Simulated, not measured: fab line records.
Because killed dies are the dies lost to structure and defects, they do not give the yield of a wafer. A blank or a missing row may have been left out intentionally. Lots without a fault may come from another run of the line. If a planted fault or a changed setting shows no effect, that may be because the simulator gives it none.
Which tool is to blame? :: flow gf180mcu :: 11 lots, 33 wafers sampled, at 3 steps of a route of 602

== WHAT EACH GAUGE READ, for each wafer ==
GF_M2_RS_MEAS_05: the measuring method here is four-point-probe.
lot: L511
measured: day 18 00:38
on: film metro-04
M2_ALCU_RS (ohm/sq): 0.0690 0.0692 0.0686

lot: L513
measured: day 18 23:56
on: film metro-01
M2_ALCU_RS (ohm/sq): 0.0690 0.0697 0.0690

lot: L514
measured: day 19 09:02
on: film metro-01
M2_ALCU_RS (ohm/sq): 0.0692 0.0688 0.0699

lot: L516
measured: day 20 07:46
on: film metro-01
M2_ALCU_RS (ohm/sq): 0.0702 0.0704 0.0701

lot: L517
measured: day 20 14:42
on: film metro-01
M2_ALCU_RS (ohm/sq): 0.0695 0.0695 0.0707

lot: L520
measured: day 21 23:04
on: film metro-04
M2_ALCU_RS (ohm/sq): 0.0697 0.0695 0.0702

lot: L521
measured: day 22 01:28
on: film metro-04
M2_ALCU_RS (ohm/sq): 0.0675 0.0684 0.0675

lot: L522
measured: day 22 05:15
on: film metro-03
M2_ALCU_RS (ohm/sq): 0.0692 0.0701 0.0685

lot: L523
measured: day 22 16:09
on: film metro-03
M2_ALCU_RS (ohm/sq): 0.0691 0.0691 0.0683

lot: L528
measured: day 24 10:38
on: film metro-03
M2_ALCU_RS (ohm/sq): 0.0610 0.0612 0.0615

lot: L529
measured: day 24 22:10
on: film metro-04
M2_ALCU_RS (ohm/sq): 0.0612 0.0610 0.0615

== WHICH TOOL RAN EACH LOT (tool, then ch and the chambers of the sampled wafers, then the start) ==
lot: L511
GF_V1_SPUTTER_22: pvd sputter-03, day 17 23:47
GF_M2_SPUTTER_02: pvd sputter-04, day 18 00:33

lot: L513
GF_V1_SPUTTER_22: pvd sputter-03, day 18 23:05
GF_M2_SPUTTER_02: pvd sputter-01, day 18 23:51

lot: L514
GF_V1_SPUTTER_22: pvd sputter-04, day 19 08:08
GF_M2_SPUTTER_02: pvd sputter-02, day 19 08:54

lot: L516
GF_V1_SPUTTER_22: pvd sputter-04, day 20 06:54
GF_M2_SPUTTER_02: pvd sputter-01, day 20 07:40

lot: L517
GF_V1_SPUTTER_22: pvd sputter-04, day 20 13:49
GF_M2_SPUTTER_02: pvd sputter-02, day 20 14:34

lot: L520
GF_V1_SPUTTER_22: pvd sputter-03, day 21 22:13
GF_M2_SPUTTER_02: pvd sputter-04, day 21 22:58

lot: L521
GF_V1_SPUTTER_22: pvd sputter-04, day 22 00:37
GF_M2_SPUTTER_02: pvd sputter-02, day 22 01:22

lot: L522
GF_V1_SPUTTER_22: pvd sputter-02, day 22 04:22
GF_M2_SPUTTER_02: pvd sputter-01, day 22 05:07

lot: L523
GF_V1_SPUTTER_22: pvd sputter-02, day 22 15:17
GF_M2_SPUTTER_02: pvd sputter-04, day 22 16:04

lot: L528
GF_V1_SPUTTER_22: pvd sputter-02, day 24 09:45
GF_M2_SPUTTER_02: pvd sputter-04, day 24 10:31

lot: L529
GF_V1_SPUTTER_22: pvd sputter-03, day 24 21:11
GF_M2_SPUTTER_02: pvd sputter-04, day 24 22:04
- GF_V1_SPUTTER_22: material TiN, target thk 10 nm, time 40 s.
- GF_M2_SPUTTER_02: material AlCu, target thk 450 nm, time 23.9 s.

== THE ANSWER, worked out from the rows above alone ==
Rule: the usual values come from the lots themselves. The widest of any qualifying gaps counts: lots, ordered by their means at a reading, are off when they make up no more than a third of the lots, leave a main group of 4 or more, and stand apart from it by 3 or more times the standard deviation of that group's means. Not used: any main group whose means are identical at the precision the tables above print for the reading. A lot without any number at a reading at which 4 lots or more have one is off too. All remaining lots with rows at the step are treated as sound.
Off: L528, L529, seen at GF_M2_RS_MEAS_05 (M2_ALCU_RS). The main group has a mean of 0.0693 ohm/sq with a standard deviation of 0.00067.
If a tool, at a process step before that reading, ran all the lots that are off and no sound lot after the first of them, it fits. Gauges at GF_M2_RS_MEAS_05: tried the same way as those tools. One fits: GF_M2_SPUTTER_02 on pvd sputter-04. Its last sound lot is L523 (day 22 16:04), its first lot that is off L528 (day 24 10:31): a fault that began between those two fits.

== WHAT THE SIMULATOR HAD PUT IN ==
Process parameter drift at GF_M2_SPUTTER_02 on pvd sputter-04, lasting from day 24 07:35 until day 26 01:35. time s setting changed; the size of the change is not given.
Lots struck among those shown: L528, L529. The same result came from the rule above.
